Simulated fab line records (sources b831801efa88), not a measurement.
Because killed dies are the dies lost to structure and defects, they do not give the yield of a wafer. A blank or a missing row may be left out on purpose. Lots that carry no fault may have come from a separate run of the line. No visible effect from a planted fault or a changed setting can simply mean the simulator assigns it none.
Which tool is to blame?	flow gf180mcu	13 lots, 39 wafers sampled, at 5 steps of a route of 602

WHAT EACH GAUGE READ, for each wafer
GF_VT_IMPLANT_RS_MEAS_47: the measuring method here is four-point-probe.
lot	measured	on	NWELL_RS (ohm/sq)
L266	day 7 14:19	film-metro-02	490.2 489.5 488.2
L267	day 7 20:34	film-metro-02	488.6 489.9 489.3
L268	day 7 22:46	film-metro-02	490.2 488.3 491.0
L269	day 8 05:53	film-metro-04	488.0 488.0 487.8
L270	day 8 15:54	film-metro-04	489.6 490.0 490.1
L272	day 9 03:37	film-metro-03	487.9 490.3 489.3
L273	day 9 11:02	film-metro-04	489.5 489.0 488.2
L274	day 9 18:16	film-metro-03	486.8 486.6 485.6
L275	day 10 02:08	film-metro-02	488.2 488.2 487.2
L277	day 10 16:02	film-metro-04	487.2 485.9 486.7
L280	day 11 10:41	film-metro-03	487.6 488.1 488.0
L284	day 12 13:47	film-metro-04	486.4 486.9 487.2
L289	day 14 01:13	film-metro-02	487.6 488.6 488.8

GF_VT_IMPLANT_RS_MEAS_48: the measuring method here is four-point-probe.
lot	measured	on	LVPWELL_RS (ohm/sq)
L266	day 7 14:26	film-metro-02	1197.5 1202.3 1199.0
L267	day 7 20:41	film-metro-02	1194.6 1193.9 1193.7
L268	day 7 22:53	film-metro-02	1197.6 1198.4 1200.7
L269	day 8 06:00	film-metro-04	1195.5 1199.5 1196.0
L270	day 8 16:01	film-metro-04	1196.4 1197.6 1199.2
L272	day 9 03:44	film-metro-03	1195.1 1195.9 1194.4
L273	day 9 11:10	film-metro-04	1196.1 1198.9 1197.9
L274	day 9 18:23	film-metro-03	1191.8 1196.6 1195.9
L275	day 10 02:15	film-metro-02	1194.4 1194.8 1198.0
L277	day 10 16:09	film-metro-04	1196.3 1193.4 1198.2
L280	day 11 10:48	film-metro-03	1195.6 1196.5 1199.1
L284	day 12 13:54	film-metro-04	1135.0 1132.7 1134.9
L289	day 14 01:20	film-metro-02	1140.1 1135.7 1135.4

GF_PSD_RS_MEAS_14: the measuring method here is four-point-probe.
lot	measured	on	NSD_RS (ohm/sq)
L266	day 14 03:39	film-metro-02	46.15 46.14 46.08
L267	day 14 13:36	film-metro-03	46.10 46.01 45.93
L268	day 14 16:44	film-metro-02	46.11 46.06 46.09
L269	day 14 21:40	film-metro-01	46.01 46.01 45.98
L270	day 15 12:11	film-metro-02	46.20 46.32 46.22
L272	day 16 05:07	film-metro-02	46.14 46.26 46.16
L273	day 16 15:35	film-metro-01	46.08 45.99 45.87
L274	day 17 02:25	film-metro-03	46.36 46.12 46.29
L275	day 17 08:50	film-metro-03	46.13 46.32 46.13
L277	day 18 09:56	film-metro-03	46.00 46.12 46.08
L280	day 19 05:22	film-metro-01	46.13 46.14 46.01
L284	day 20 15:38	film-metro-03	46.12 46.04 46.13
L289	day 22 05:29	film-metro-02	46.17 46.21 46.31

TOOL THAT RAN EACH LOT (tool first, then ch and the chambers of the sampled wafers, then the start)
lot	GF_LVPWELL_IMPLANT_09	GF_VT_IMPLANT_STRIP_42
L266	implanter-04 ch 0, day 3 22:07	plasma-asher-04 ch 0,1, day 7 13:52
L267	implanter-04 ch 0, day 4 02:57	plasma-asher-03 ch 0,1, day 7 20:07
L268	implanter-02 ch 0, day 4 05:59	plasma-asher-04 ch 0,1, day 7 22:20
L269	implanter-01 ch 0, day 4 11:58	plasma-asher-02 ch 0,1, day 8 05:26
L270	implanter-01 ch 0, day 4 18:43	plasma-asher-04 ch 0,1, day 8 15:27
L272	implanter-01 ch 0, day 5 05:43	plasma-asher-03 ch 0,1, day 9 03:05
L273	implanter-02 ch 0, day 5 12:23	plasma-asher-03 ch 0,1, day 9 10:36
L274	implanter-02 ch 0, day 5 17:17	plasma-asher-04 ch 0,1, day 9 17:50
L275	implanter-04 ch 0, day 5 22:38	plasma-asher-03 ch 0,1, day 10 01:42
L277	implanter-02 ch 0, day 6 11:20	plasma-asher-02 ch 0,1, day 10 15:36
L280	implanter-02 ch 0, day 7 03:41	plasma-asher-02 ch 0,1, day 11 10:15
L284	implanter-02 ch 0, day 8 01:41	plasma-asher-03 ch 0,1, day 12 13:21
L289	implanter-02 ch 0, day 9 05:40	plasma-asher-02 ch 0,1, day 14 00:45
- GF_LVPWELL_IMPLANT_09
- GF_VT_IMPLANT_STRIP_42: strips in O2/N2.

WHAT THE TOOLS THEMSELVES READ (means of the sampled wafers that have a number; where no wafer has one, the mark that the record gives instead)
GF_LVPWELL_IMPLANT_09.
lot	tool	beam-on-s (s)	dose-ions-cm2	faraday-current-uA
L266	implanter-04	10.12	5e+12	27.9
L267	implanter-04	10.16	5e+12	27.8
L268	implanter-02	9.96	5e+12	28.3
L269	implanter-01	10.06	5e+12	28.0
L270	implanter-01	9.94	5e+12	28.4
L272	implanter-01	9.95	5e+12	28.3
L273	implanter-02	10.10	5e+12	27.9
L274	implanter-02	9.85	5e+12	28.6
L275	implanter-04	9.88	5e+12	28.5
L277	implanter-02	9.84	5e+12	28.6
L280	implanter-02	9.95	5e+12	28.4
L284	implanter-02	10.06	7e+12	37.1
L289	implanter-02	10.00	7e+12	37.3

GF_VT_IMPLANT_STRIP_42.
lot	tool	chamber-pressure-mTorr (mTorr)	drypump-motor-current-A (A)	heater-power-w (W)	oes-product-au (a.u.)	strip-time-to-endpoint-s (s)
L266	plasma-asher-04	1500.0	5.5	314	0.715	12.65
L267	plasma-asher-03	1498.7	5.7	382	0.719	12.65
L268	plasma-asher-04	1499.8	5.5	316	0.713	12.65
L269	plasma-asher-02	1498.9	5.2	325	0.715	12.62
L270	plasma-asher-04	1500.1	5.5	312	0.715	12.63
L272	plasma-asher-03	1499.5	5.5	336	0.715	12.69
L273	plasma-asher-03	1501.1	5.6	338	0.713	12.64
L274	plasma-asher-04	1500.0	5.8	288	0.708	12.65
L275	plasma-asher-03	1499.6	5.7	384	0.719	12.63
L277	plasma-asher-02	1498.6	5.2	319	0.714	12.68
L280	plasma-asher-02	1499.5	5.2	324	0.715	12.65
L284	plasma-asher-03	1499.5	5.7	387	0.713	12.63
L289	plasma-asher-02	1500.7	5.2	323	0.713	12.65

THE ANSWER, worked out from the rows above alone
Rule: the lots themselves supply what counts as usual. The widest of any qualifying gaps counts: lots, ordered by their means at a reading, are off when they make up no more than a third of the lots, leave a main group of 4 or more, and stand apart from it by 3 or more times the standard deviation of that group's means. Not used: any main group whose means are identical at the precision the tables above print for the reading. Also off: a lot with no number at a reading for which 4 or more lots have one. Any other lot the step has rows for is counted as sound. Order of review: gauges by route order, followed by the tools' own readings, for which a lot's mean as printed above is used. At the first step where some lot is off, the reading lying furthest off is the one used; lots without a number count as furthest.
Off: L284, L289, seen at GF_VT_IMPLANT_RS_MEAS_48 (LVPWELL_RS). The main group has a mean of 1196.7 ohm/sq with a standard deviation of 1.7.
If a tool, at a process step before that reading, ran all the lots that are off and no sound lot after the first of them, it fits. Not tried: the gauges at GF_VT_IMPLANT_RS_MEAS_48; whatever is off there is also off at GF_LVPWELL_IMPLANT_09, on other tools, and gauge error can't account for it. One candidate fits, namely implanter-02 at GF_LVPWELL_IMPLANT_09. A fault onset in the window from L280 (day 7 03:41, its last sound lot) to L284 (day 8 01:41, its first lot off) fits.
The tool's own readings at GF_LVPWELL_IMPLANT_09 bear it out: on the lots that are off they differ by more than 5 times the standard deviation of the sound lots' means. dose-ions-cm2 reads 7e+12 there against 5e+12 on the sound lots; faraday-current-uA reads 37.2 there against 28.2 on the sound lots.

WHAT HAD BEEN PUT IN BY THE SIMULATOR
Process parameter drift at GF_LVPWELL_IMPLANT_09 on implanter-02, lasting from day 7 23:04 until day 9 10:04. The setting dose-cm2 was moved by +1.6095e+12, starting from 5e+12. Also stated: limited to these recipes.
Lots struck among those shown: L284, L289. This agrees with what the rule above found.
